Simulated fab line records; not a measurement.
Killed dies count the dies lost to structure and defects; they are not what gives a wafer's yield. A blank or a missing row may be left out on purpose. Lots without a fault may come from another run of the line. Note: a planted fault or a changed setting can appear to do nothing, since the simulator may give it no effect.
Matching of chambers || flow sky130 || 4 sister chambers for SKY_POLY_GATE_ETCH_16 on rieDiel-01
The step etches Si3N4 in CH3F/O2, stops on poly-Si, time 147.5 s, target depth 75 nm. 4 wafers are shown with their chamber, then 11 later ones without.

## WAFERS, EACH WITH ITS CHAMBER
{"wafer": "L085.2", "chamber": 1, "drypumpMotorCurrentA (A)": 6.0}
{"wafer": "L085.4", "chamber": 3, "drypumpMotorCurrentA (A)": 5.6}
{"wafer": "L085.6", "chamber": 2, "drypumpMotorCurrentA (A)": 5.1}
{"wafer": "L088.4", "chamber": 0, "drypumpMotorCurrentA (A)": 5.4}

## WAFERS WHOSE CHAMBER IS MISSING
{"wafer": "L088.5", "drypumpMotorCurrentA (A)": 5.4}
{"wafer": "L088.6", "drypumpMotorCurrentA (A)": 6.0}
{"wafer": "L090.2", "drypumpMotorCurrentA (A)": 5.7}
{"wafer": "L090.5", "drypumpMotorCurrentA (A)": 5.1}
{"wafer": "L090.6", "drypumpMotorCurrentA (A)": 5.7}
{"wafer": "L096.1", "drypumpMotorCurrentA (A)": 5.1}
{"wafer": "L096.3", "drypumpMotorCurrentA (A)": 5.6}
{"wafer": "L096.5", "drypumpMotorCurrentA (A)": 5.7}
{"wafer": "L097.1", "drypumpMotorCurrentA (A)": 5.9}
{"wafer": "L097.3", "drypumpMotorCurrentA (A)": 5.6}
{"wafer": "L097.5", "drypumpMotorCurrentA (A)": 5.1}

## WHICH CHAMBER EACH WENT THROUGH
{"wafer": "L088.5", "from the rows above": 0, "in truth": 0}
{"wafer": "L088.6", "from the rows above": 1, "in truth": 1}
{"wafer": "L090.2", "from the rows above": 3, "in truth": 3}
{"wafer": "L090.5", "from the rows above": 2, "in truth": 2}
{"wafer": "L090.6", "from the rows above": 3, "in truth": 3}
{"wafer": "L096.1", "from the rows above": 2, "in truth": 2}
{"wafer": "L096.3", "from the rows above": 3, "in truth": 3}
{"wafer": "L096.5", "from the rows above": 3, "in truth": 3}
{"wafer": "L097.1", "from the rows above": 1, "in truth": 1}
{"wafer": "L097.3", "from the rows above": 3, "in truth": 3}
{"wafer": "L097.5", "from the rows above": 2, "in truth": 2}
11 of 11 placed correctly. Not placeable from these rows: 0. Placed wrongly: 0.
How it was worked out, from the rows above alone: a wafer's distance from a chamber is the root of the sum, over the readings, of the square of ((its reading less the chamber's mean) divided by the reading's scatter). The wafer belongs to the nearest chamber; if the next one is less than 2 further off, it can't be placed. Each chamber's mean is taken over the wafers shown for it. The scatter: root of mean squared gap, hidden wafer to nearest shown wafer, with one shown wafer a chamber.
